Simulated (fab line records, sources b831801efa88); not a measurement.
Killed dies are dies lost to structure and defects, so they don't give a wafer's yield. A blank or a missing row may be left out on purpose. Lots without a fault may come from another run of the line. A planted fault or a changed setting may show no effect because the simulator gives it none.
One fault seen from 2 desks | flow gf180mcu | each desk has only its own numbers; what lay behind them comes last

THE METROLOGY DESK
What the gauges read, lot by lot, whatever tool the lot ran on: means of the sampled wafers that have a number. A lot is out of limits, marked OUT, if its mean lies more than 4 standard deviations from the usual mean; the brackets give that distance.
Columns: A = cd_nm at GF_SAB_CD_MEAS_09, usual 420.4 nm
lot  | first seen here | A
L711 | day 15 19:10    | 422.9
L712 | day 16 05:55    | 421.1
L713 | day 16 17:01    | 420.3
L714 | day 16 20:48    | 421.3
L715 | day 17 11:54    | 423.7
L716 | day 17 21:39    | 422.9
L717 | day 18 03:37    | 418.3
L719 | day 18 23:59    | 417.8
L721 | day 19 14:08    | 422.2
L722 | day 19 22:34    | 423.4
L725 | day 21 04:28    | 420.5
L726 | day 21 06:32    | 422.6
This desk's finding: nothing out of limits on any of the 12 lots.

THE TOOL OWNER'S DESK: furnace-02
The tool's own readings at GF_STI_OXIDATION_01 (stabilise 600 s, purge 300 s, target thk 10 nm): means of the sampled wafers that have a number, for each lot that ran on this tool. A lot is out of limits, marked OUT, if its mean lies more than 4 standard deviations from the usual mean; the brackets give that distance.
Columns: A = ox_temp_c at GF_STI_OXIDATION_01, usual 892.8 C; B = ox_temp_c_max at GF_STI_OXIDATION_01, usual 896.5
lot  | first seen here | A     | B
L711 | day 1 21:21     | 893.3 | 895.9
L712 | day 2 01:07     | 893.0 | 895.8
L713 | day 2 06:07     | 892.6 | 894.8
L714 | day 2 11:08     | 892.9 | 895.5
L722 | day 4 03:27     | 892.8 | 895.3
L725 | day 4 18:07     | 892.7 | 895.6
L726 | day 5 00:01     | 893.2 | 895.7
This desk's finding: nothing out of limits on any of the 7 lots.

PUT TOGETHER
The metrology desk saw nothing out of limits.
The tool owner's desk saw nothing out of limits.

WHAT THE SIMULATOR HAD PUT IN
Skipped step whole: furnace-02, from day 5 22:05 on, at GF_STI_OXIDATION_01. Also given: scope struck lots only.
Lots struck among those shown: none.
